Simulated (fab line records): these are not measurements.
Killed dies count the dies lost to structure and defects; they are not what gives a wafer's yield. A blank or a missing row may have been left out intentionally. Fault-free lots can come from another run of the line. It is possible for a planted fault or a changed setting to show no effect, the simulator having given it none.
Struck lot and sound lot, side by side + flow sky130 + 15 steps out of a route of 708
Sound: these wafers, L813.1, L813.5, L813.6. Wafers L821.2, L821.3, L821.5 were the ones struck. The cause is given at the end.
At each step with rows: each side's tool, then ch and its chambers, then its first start. Under that, the readings that differ: sound wafers + struck wafers + difference of the means + sigmas: that difference in standard deviations of wafers without a fault.
alike: a reading whose means differ by less than 2 such deviations, as well as words and numbers matching on both sides. not compared: withheld readings; readings where some wafer has no value; bounds like >300 that might hide an equal value; numbers whose values overlap and for which the record gives no deviation.
A row with sigmas, a row that says differs or no value, or rows on one side alone: a step with any of these is where the two part. Numbers that have no deviation but don't overlap get no sigmas and don't part them. Lack of a reading on every wafer of one side parts them only where that side has two or more wafers.

first, 1 step without rows for these wafers: SKY_VIA4_HDPCVD_00 (deposits SiO2, target thk 1750 nm, time 291.7 s).
SKY_VIA4_THK_MEAS_01:
  struck on film-metro-01, day 45 03:19; sound on film-metro-01, day 42 18:20
  alike: VIA4_HDPCVD_THK
SKY_VIA4_CMP_02: polishes SiO2.
  sound on cmp-01 ch 1,2, day 42 18:26; struck on cmp-02 ch 1,2,3, day 45 03:28
  alike: motor-current-A, retaining-ring-pressure-frac, slurry-filter-dp-kPa
SKY_VIA4_BOW_MEAS_03:
  struck on film-metro-03, day 45 03:41; sound on film-metro-01, day 42 18:41
  alike: VIA4_BOW
then, 7 steps without rows for these wafers: SKY_VIA4_DEHYDRATE_04 (time 60 s); SKY_VIA4_HMDS_05 (prime time 60 s); SKY_VIA4_COAT_06 (resist thk 1140 nm); SKY_VIA4_SOFTBAKE_07 (time 60 s); SKY_VIA4_EXPOSE_08 (exposes mask VIM4, target cd 800 nm); SKY_VIA4_PEB_09; SKY_VIA4_DEVELOP_10 (develop time 60 s).
SKY_VIA4_OVL_MEAS_11:
  struck on overlay-01, day 46 00:32; sound on overlay-01, day 43 17:22
  alike: VIA4_OVL
SKY_VIA4_ETCH_12: etches SiO2 in C4F8/O2/Ar, stops on TiN, target depth 580 nm.
  sound on rie-diel-02 ch 0,1,3, day 43 17:24; struck on rie-diel-02 ch 0,1, day 46 00:34
  no value came back on the struck wafers for bias-w (W), chamber-pressure-mTorr (mTorr), oes-product-au (a.u.); on the sound wafers bias-w (W) reads 1200 1195 1206
| reading                                   | sound          | struck         | difference | sigmas |
|-------------------------------------------|----------------|----------------|------------|--------|
| model.NOVOLAK_of_VIA4_COAT_06.thk-nm (nm) | 1004 1002 1010 | 1137 1139 1132 | +131       |        |
SKY_VIA4_STRIP_13: strips in O2/N2.
  sound on plasma-asher-04 ch 0,1, day 43 17:28; struck on plasma-asher-03 ch 0,1, day 46 00:38
| reading                      | sound             | struck            | difference | sigmas |
|------------------------------|-------------------|-------------------|------------|--------|
| strip-time-to-endpoint-s (s) | 12.82 12.77 12.79 | 14.13 14.16 14.08 | +1.33      | +36    |
  alike: chamber-pressure-mTorr, drypump-motor-current-A, o2-flow-sccm, oes-product-au
  not compared: rf-hours-counter-h
then, 1 step without rows for these wafers: SKY_VIA4_STRIP_14 (strips in post etch residue remover, time 1200 s).

== WHERE THEY PART ==
Last at SKY_VIA4_STRIP_13 as far as this record goes, first at SKY_VIA4_ETCH_12.

WHY: what had been put in by the simulator
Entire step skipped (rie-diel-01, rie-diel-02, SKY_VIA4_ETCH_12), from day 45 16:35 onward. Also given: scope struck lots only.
